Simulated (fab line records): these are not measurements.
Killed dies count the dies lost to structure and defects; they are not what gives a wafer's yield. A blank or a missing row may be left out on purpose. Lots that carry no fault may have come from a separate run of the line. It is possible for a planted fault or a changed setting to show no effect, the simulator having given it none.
8D (eight disciplines) problem report, filled in by code || flow gf180mcu || the parts of the form that need people (team, actions taken, sign-off) are left out

== 1. WHAT WENT WRONG ==
At GF_SALICIDE_SPUTTER_03, cathode-dc-power-W averages 6353.7 W over 9 wafers from 3 lots, while fault-free wafers read 6499.9 W, standard deviation 1.1. That is -99 or more standard deviations from the usual mean.
The step: material TiN, target thk 20 nm, time 16.7 s.
First seen on wafer L502.1, day 20 04:03, on pvd-sputter-03. The record has a number at this step for 45 wafers belonging to 15 lots. The rule behind "out" and "out of limits": a value lying over 4 standard deviations away from the usual mean. The other wafers with a number count as sound.

== 2. WHAT IT IS, WHAT IT ISN'T ==
{"question": "which readings at this step", "is": "cathode-dc-power-W", "is not": "-"}
{"question": "which lots", "is": "L502, L503, L504", "is not": "L488, L490, L491, L492, L494, L495, L496, L497, L505, L506, L508, L511"}
{"question": "which wafers of those lots", "is": "all that have a number", "is not": "-"}
{"question": "read on which tools", "is": "pvd-sputter-03", "is not": "pvd-sputter-01, pvd-sputter-04"}
{"question": "when", "is": "from day 20 04:03", "is not": "up to then (24 sound wafers); but 12 sound wafers of L505, L506, L508, L511 came after"}

== 3. THE SUSPECTS, EACH WITH WHAT RULES IT OUT ==
Counting: a tool stays on the suspect list if, at a process step up to the reading, it processed all lots that are out and no sound lot following the first of them.
- pvd-sputter-03 at GF_SALICIDE_SPUTTER_03 (material TiN, target thk 20 nm, time 16.7 s): kept. Every lot that is out went through it, starting with L502 (day 20 04:03), and after that it ran no sound lot; the last sound lot it ran before then is L497 (day 18 11:22). Its own readings are out on those wafers: cathode-dc-power-W.
The count leaves pvd-sputter-03 at GF_SALICIDE_SPUTTER_03.

== 4. THE CAUSE (what the simulator had put in) ==
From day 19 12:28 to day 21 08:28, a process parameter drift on pvd-sputter-03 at GF_SALICIDE_SPUTTER_03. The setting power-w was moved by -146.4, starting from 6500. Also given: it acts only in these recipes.
This tool alone remained once counting was done.

== 5. THE CHAIN OF EFFECTS, in route order ==
Each row: a reading whose mean over the struck wafers that have a number lies more than 3 standard deviations from the usual. Scope: only readings with a usual standard deviation given in the record; hours: median across lots of the time from each lot's start at the first step in this table that gives one to its start at this step; sigmas: change in usual standard deviations.
{"hours": 0, "step": "GF_SALICIDE_SPUTTER_03", "reading": "cathode-dc-power-W", "usual": "6499.9 W", "on struck wafers": 6353.7, "change": -146.2, "sigmas": "-99 or more"}
Process steps it contains:
- GF_SALICIDE_SPUTTER_03: material TiN, target thk 20 nm, time 16.7 s.

== 6. HOW IT WOULD HAVE BEEN CAUGHT EARLIER ==
In this record the first reading out of limits was taken at day 20 04:03, 16 hours after the fault began at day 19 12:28.
